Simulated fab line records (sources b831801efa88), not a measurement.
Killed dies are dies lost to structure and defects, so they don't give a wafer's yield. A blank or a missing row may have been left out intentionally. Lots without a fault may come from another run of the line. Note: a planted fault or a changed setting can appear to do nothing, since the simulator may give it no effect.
Comparing a struck lot with a sound one    flow sky130    16 out of 708 route steps
Sound: wafers L504.1, L504.4, L504.5. Wafers L516.2, L516.3, L516.6 were the ones struck. At the end, the cause is stated.
Per side, at each step with rows, come the tool, then ch with its chambers, and then its first start. Under that, the readings that differ: sound wafers    struck wafers    difference of the means    sigmas: that difference in standard deviations of wafers without a fault.
alike: same words and numbers on both sides, and readings whose means sit less than 2 such deviations apart. not compared: any withheld reading, any reading some wafer has no value for, any bound like >300 that may hide the same value, and any number with overlapping values for which the record gives no deviation.
The two part at a step that has a row with sigmas, a row that says differs or no value, or rows on one side only. Numbers that don't overlap but have no deviation are shown without sigmas and don't part them. A reading that every wafer of one side lacks parts them only if that side has two wafers or more.

first, 5 steps without rows for these wafers: SKY_POLY_GATE_COAT_08 (resist thk 450 nm); SKY_POLY_GATE_SOFTBAKE_09 (time 90 s); SKY_POLY_GATE_EXPOSE_10 (exposes mask P1M, target cd 150 nm); SKY_POLY_GATE_PEB_11; SKY_POLY_GATE_DEVELOP_12 (develop time 60 s).
SKY_POLY_GATE_CD_MEAS_13: the cd target is 150 nm.
  sound: cdSem-02 at day 17 17:58; struck: cdSem-02 at day 22 12:59
reading    sound              struck             difference  sigmas
cdNm (nm)  149.4 149.7 148.8  153.5 153.5 152.7  +3.9        +2
SKY_POLY_GATE_OVL_MEAS_14:
  sound: overlay-02 at day 17 18:05; struck: overlay-01 at day 22 13:05
  alike: POLY_GATE_OVL
SKY_POLY_GATE_ETCH_15: etches BARC in N2/H2, stops on SiO2, time 118.5 s, target depth 110 nm.
  sound on rieDiel-04 ch 1,2,3, day 17 18:07; struck on rieDiel-03 ch 0,1, day 22 13:07
  alike: drypumpMotorCurrentA, oesProductAu, throttleValvePct
  not compared: rfHoursCounterH
SKY_POLY_GATE_ETCH_16: etches Si3N4 in CH3F/O2, stops on poly-Si, time 147.5 s, target depth 75 nm.
  sound on rieDiel-04 ch 1,2,3, day 17 18:13; struck on rieDiel-03 ch 0,1, day 22 13:13
reading                   sound        struck       difference  sigmas
drypumpMotorCurrentA (A)  6.0 6.3 5.7  5.0 5.0 5.0  -1.0        -2
  alike: oesProductAu, throttleValvePct
  not compared: rfHoursCounterH
SKY_POLY_GATE_ETCH_17: etches poly-Si in HBr/Cl2, stops on SiO2, target depth 180 nm, time 70.5 s.
  sound on rieSi-02 ch 0,1,2, day 17 18:19; struck on rieSi-01 ch 2,3, day 22 13:18
  alike: drypumpMotorCurrentA, oesProductAu, throttleValvePct
  not compared: rfHoursCounterH
SKY_POLY_GATE_STRIP_18: strips in O2/N2.
  sound on plasmaAsher-01 ch 1, day 17 18:22; struck on plasmaAsher-01 ch 1, day 22 13:22
  alike: drypumpMotorCurrentA, oesProductAu, stripTimeToEndpointS
  not compared: rfHoursCounterH
then, 1 step without rows for these wafers: SKY_POLY_GATE_CLEAN_19 (cleans in SC1/SC2, time 150 s).
SKY_POLY_GATE_OXIDATION_20: stabilise 600 s, purge 300 s, target thk 4 nm.
  sound on furnace-02 ch 0, day 17 19:16; struck on furnace-02 ch 0, day 22 13:34
reading                                          sound              struck             difference  sigmas
spikeTcBottomC (C)                               865 865 864        896 896 897        +32         +7
spikeTcCentreC (C)                               851.7 849.9 848.8  880.5 879.9 881.7  +30.6       +20
spikeTcLowerC (C)                                851.4 852.6 851.3  882.9 885.2 883.3  +32.0       +32
spikeTcTopC (C)                                  864.9 865.1 862.7  895.2 894.9 895.4  +30.9       +26
spikeTcUpperC (C)                                848.8 850.7 848.9  882.5 883.0 882.9  +33.3       +33
zonePowerLowerPct (%)                            16.2 15.9 15.9     17.1 17.2 17.2     +1.2        +2
zonePowerTopPct (%)                              30.2 30.6 30.5     31.5 32.0 32.0     +1.4        +5
model.SiO2_of_POLY_GATE_OXIDATION_20.thkNm (nm)  4.123 4.025 4.063  5.788 5.785 5.809  +1.724      
  alike: tube_center_temp_C_max
SKY_POLY_GATE_THK_MEAS_21:
  sound: filmMetro-02 at day 17 20:31; struck: filmMetro-03 at day 22 14:49
reading                       sound           struck          difference  sigmas
POLY_GATE_OXIDATION_THK (nm)  4.15 4.03 4.02  5.77 5.85 5.73  +1.72       +23
SKY_POLY_GATE_CD_MEAS_22:
  sound: cdSem-01 at day 17 20:34; struck: cdSem-02 at day 22 14:54
reading    sound              struck             difference  sigmas
cdNm (nm)  144.9 148.2 146.4  151.4 154.0 152.2  +6.0        +2
-- record jumps: 27 days separate the struck wafers' starts on either side; left off in module POLY_GATE, taken up again in module PAD_OPEN, whose first shown step is the route's number 708 --
SKY_PAD_OPEN_PROBE_99:
  sound: prober-01 at day 46 21:44; struck: prober-01 at day 50 00:59
reading                          sound              struck             difference  sigmas
killed_at_M4_up                  1 2 1              7 3 4              +3          +2
model.etest.tipSonos.rsOhmSq     2719 2735 2715     3108 3128 3045     +371        
model.etest.tipP.rsOhmSq         6856 6860 6814     7150 7221 7212     +351        
model.etest.pfet_01v8.rOnOhmUm   2817 2828 2860     3091 3079 3127     +264        
model.etest.resPdiff.lineOhmUm   1335 1378 1358     1445 1467 1452     +98         
model.etest.tipN.rsOhmSq         441.7 439.8 441.3  474.9 479 479.9    +37.0       
model.etest.resPdiff.rsOhmSq     196.7 197.2 197.8  205.3 207.5 207.1  +9.4        
model.etest.pfet_01v8.driveUaUm  199.3 196 195.3    180.3 177.7 174.4  -19.4       
  alike: killed_at_M0_to_M3, killedAtContacts, killedAtFrontEnd, killedAtOther, killedDies, killedOpen, killedShort
  not compared: model.etest.resNdiff.lineOhmUm

== WHERE THEY PART ==
Last at SKY_PAD_OPEN_PROBE_99 as far as this record goes, first at SKY_POLY_GATE_CD_MEAS_13.

WHY: whatever the simulator had introduced
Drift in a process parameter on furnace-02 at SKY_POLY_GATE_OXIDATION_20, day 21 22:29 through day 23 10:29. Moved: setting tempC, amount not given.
